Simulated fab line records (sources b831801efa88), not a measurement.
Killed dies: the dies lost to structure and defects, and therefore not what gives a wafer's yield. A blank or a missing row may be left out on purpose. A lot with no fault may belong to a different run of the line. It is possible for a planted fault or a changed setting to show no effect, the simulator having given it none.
2 desks, one fault + flow sky130 + each desk has only its own numbers; what lay behind them comes last

== THE METROLOGY DESK ==
What the gauges read, lot by lot, whatever tool the lot ran on: means of the sampled wafers that have a number. A lot is out of limits, marked OUT, if its mean lies more than 4 standard deviations from the usual mean; the brackets give that distance.
Columns: A = METAL2_OVL at SKY_METAL2_OVL_MEAS_16, usual -2 nm; B = VIA2_W_THK at SKY_VIA2_THK_MEAS_23, usual 421 nm
| lot  | first seen here | A   | B   |
|------|-----------------|-----|-----|
| L318 | day 35 08:04    | -6  | 429 |
| L321 | day 36 11:35    | 0   | 426 |
| L322 | day 36 19:47    | -9  | 422 |
| L324 | day 37 09:41    | 0   | 420 |
| L325 | day 37 18:01    | -3  | 425 |
| L326 | day 38 00:11    | -1  | 421 |
| L327 | day 38 06:47    | -5  | 418 |
| L334 | day 40 12:04    | -1  | 423 |
| L335 | day 40 21:08    | -1  | 422 |
| L337 | day 41 07:50    | -1  | 430 |
| L338 | day 41 09:36    | -11 | 416 |
| L340 | day 42 01:32    | -5  | 401 |
This desk's finding: nothing out of limits on any of the 12 lots.

== TOOL OWNER'S DESK, plasma-asher-03 ==
The tool's own readings at SKY_METAL3_STRIP_19 (strips in O2/N2): means of the sampled wafers that have a number, for each lot that ran on this tool. A lot is out of limits, marked OUT, if its mean lies more than 4 standard deviations from the usual mean; the brackets give that distance.
Columns: A = chamber-pressure-mTorr at SKY_METAL3_STRIP_19, usual 1499.9 mTorr; B = drypump-motor-current-A at SKY_METAL3_STRIP_19, usual 5.8 A; C = oes-product-au at SKY_METAL3_STRIP_19, usual 0.501 a.u.; D = strip-time-to-endpoint-s at SKY_METAL3_STRIP_19, usual 6.50 s
| lot  | first seen here | A      | B   | C     | D    |
|------|-----------------|--------|-----|-------|------|
| L322 | day 40 02:06    | 1499.2 | 5.7 | 0.503 | 6.51 |
| L324 | day 40 15:38    | 1500.0 | 5.5 | 0.506 | 6.49 |
| L325 | day 41 01:12    | 1501.1 | 5.7 | 0.505 | 6.57 |
| L334 | day 43 14:56    | 1500.3 | 5.5 | 0.503 | 6.58 |
| L335 | day 43 23:31    | 1500.1 | 5.7 | 0.498 | 6.48 |
| L337 | day 44 10:01    | 1500.5 | 5.5 | 0.502 | 6.50 |
This desk's finding: nothing out of limits on any of the 6 lots.

== TAKEN TOGETHER ==
The metrology desk saw nothing out of limits.
Nothing out of limits was seen by the tool owner's desk.

== WHAT THE SIMULATOR HAD PUT IN ==
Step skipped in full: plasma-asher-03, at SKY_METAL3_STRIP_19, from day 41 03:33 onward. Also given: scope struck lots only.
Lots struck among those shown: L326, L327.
